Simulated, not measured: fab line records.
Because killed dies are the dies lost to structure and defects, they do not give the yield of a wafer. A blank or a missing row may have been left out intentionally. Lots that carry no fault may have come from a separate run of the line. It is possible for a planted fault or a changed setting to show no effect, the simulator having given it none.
A struck lot beside a sound one | flow gf180mcu | 35 out of 602 route steps
Sound: these wafers, L870.3, L870.4, L870.6. Wafers L875.2, L875.3, L875.5 were the ones struck. The cause is given at the end.
Order at every step that has rows: each side's tool, ch and its chambers, its first start. Under that, the readings that differ: sound wafers | struck wafers | difference of the means | sigmas: that difference in standard deviations of wafers without a fault.
alike: readings with means less than 2 such deviations apart, plus words and numbers identical on both sides. not compared: withheld readings, readings lacking a value on some wafer, bounds such as >300 that could conceal the same value, and numbers that have no deviation in the record and whose values overlap.
A row with sigmas, a row that says differs or no value, or rows on one side alone: a step with any of these is where the two part. Numbers that have no deviation but don't overlap get no sigmas and don't part them. A reading that every wafer of one side lacks parts them only if that side has two wafers or more.

first, 1 step without rows for these wafers: GF_HV_LDD_CLEAN_51 (cleans in SC1/SC2, time 150 s).
GF_HV_LDD_RTA_52: time 10 s.
  sound on rtp-anneal-01 ch 0, day 14 02:58; struck on rtp-anneal-01 ch 0, day 15 20:24
  alike: anneal-temp-c-max, lamp-power-pct, wafer_temp_C_max
GF_HV_LDD_RS_MEAS_53: a four-point-probe measurement.
  sound on film-metro-01 at day 14 03:02; struck on film-metro-01 at day 15 20:28
  alike: HV_LDD_RS
then, 1 step without rows for these wafers: GF_HV_LDD_CVD_54 (deposits SiO2 from TEOS, target thk 10 nm, time 75 s).
GF_HV_LDD_THK_MEAS_55:
  sound on film-metro-02 at day 14 04:10; struck on film-metro-01 at day 15 21:36
  alike: HV_LDD_CVD_54_THK
then, 1 step without rows for these wafers: GF_HV_LDD_CVD_56 (deposits Si3N4 from DCS/NH3, target thk 90 nm, time 1543 s).
GF_HV_LDD_THK_MEAS_57:
  sound on film-metro-01 at day 14 05:39; struck on film-metro-03 at day 15 23:05
  alike: HV_LDD_CVD_56_THK
GF_HV_LDD_ETCHBACK_58: etches Si3N4 in CH3F/O2, stops on SiO2, time 100 s, target depth 90 nm.
  sound on rie-diel-01 ch 0,3, day 14 05:41; struck on rie-diel-03 ch 2,3, day 15 23:08
  alike: ch3f-flow-sccm, drypump-motor-current-A, oes-product-au, throttle-valve-pct
  not compared: rf-hours-counter-h
then, 4 steps without rows for these wafers: GF_NSD_DEHYDRATE_00 (time 60 s); GF_NSD_HMDS_01 (prime time 60 s); GF_NSD_COAT_02 (resist thk 1000 nm); GF_NSD_SOFTBAKE_03 (time 60 s).
GF_NSD_EXPOSE_04: exposes mask Nplus, target cd 400 nm.
  sound on iline-stepper-01 ch 0, day 14 16:07; struck on iline-stepper-02 ch 0, day 16 10:54
  reading | sound                   | struck                  | difference | sigmas
  mask    | Nplus#0 Nplus#0 Nplus#0 | Pplus#0 Pplus#0 Pplus#0 | differs    |
then, 2 steps without rows for these wafers: GF_NSD_PEB_05; GF_NSD_DEVELOP_06 (develop time 60 s).
GF_NSD_CD_MEAS_07: the cd target is 400 nm.
  sound on cd-sem-01 at day 15 02:14; struck on cd-sem-01 at day 16 21:53
  reading    | sound             | struck | difference                    | sigmas
  cd-nm (nm) | 397.8 399.7 397.2 | - - -  | no value on the struck wafers |
GF_NSD_OVL_MEAS_08:
  sound on overlay-01 at day 15 02:20; struck on overlay-02 at day 16 21:59
  reading      | sound        | struck | difference                    | sigmas
  NSD_OVL (nm) | 0.3 -1.0 0.2 | - - -  | no value on the struck wafers |
then, 2 steps without rows for these wafers: GF_NSD_IMPLANT_09; GF_NSD_IMPLANT_10.
GF_NSD_STRIP_11: strips in O2/N2.
  sound on plasma-asher-04 ch 0,1, day 15 02:41; struck on plasma-asher-02 ch 0, day 16 22:19
  alike: drypump-motor-current-A, heater-power-w, oes-product-au, strip-time-to-endpoint-s
  not compared: rf-hours-counter-h
GF_NSD_TW_MEAS_12:
  sound on film-metro-04 at day 15 02:47; struck on film-metro-04 at day 16 22:26
  reading | sound          | struck   | difference | sigmas
  NSD_TW  | 4246 4233 4262 | 30 30 30 | -4217      | -99 or more
then, 7 steps without rows for these wafers: GF_PSD_DEHYDRATE_00 (time 60 s); GF_PSD_HMDS_01 (prime time 60 s); GF_PSD_COAT_02 (resist thk 1000 nm); GF_PSD_SOFTBAKE_03 (time 60 s); GF_PSD_EXPOSE_04 (exposes mask Pplus, target cd 400 nm); GF_PSD_PEB_05; GF_PSD_DEVELOP_06 (develop time 60 s).
GF_PSD_CD_MEAS_07: the cd target is 400 nm.
  sound on cd-sem-01 at day 16 00:43; struck on cd-sem-02 at day 17 22:01
  alike: cd-nm
GF_PSD_OVL_MEAS_08:
  sound on overlay-02 at day 16 00:48; struck on overlay-01 at day 17 22:08
  alike: PSD_OVL
following that, these wafers have no rows for 1 step: GF_PSD_IMPLANT_09.
GF_PSD_STRIP_10: strips in O2/N2.
  sound on plasma-asher-01 ch 0,1, day 16 01:01; struck on plasma-asher-01 ch 0,1, day 17 22:19
  alike: drypump-motor-current-A, heater-power-w, oes-product-au, strip-time-to-endpoint-s
  not compared: rf-hours-counter-h
GF_PSD_TW_MEAS_11:
  sound on film-metro-04 at day 16 01:05; struck on film-metro-04 at day 17 22:25
  reading | sound          | struck         | difference | sigmas
  PSD_TW  | 3177 3149 3173 | 4250 4255 4260 | +1089      | +78
then, 1 step without rows for these wafers: GF_PSD_CLEAN_12 (cleans in SC1/SC2, time 150 s).
-- the record jumps here: 14 days lie between the struck wafers' starts before and after (it left off in module PSD and takes up again in module PASSIVATION, whose first step shown is number 602 of the route) --
GF_PASSIVATION_PROBE_99:
  rows exist in the record for the struck wafers here (prober-02, day 32 08:22), but not for the sound ones

== WHERE THEY PART ==
Earliest at GF_NSD_EXPOSE_04; latest, in this record, at GF_PASSIVATION_PROBE_99.

WHY: the cause the simulator had injected
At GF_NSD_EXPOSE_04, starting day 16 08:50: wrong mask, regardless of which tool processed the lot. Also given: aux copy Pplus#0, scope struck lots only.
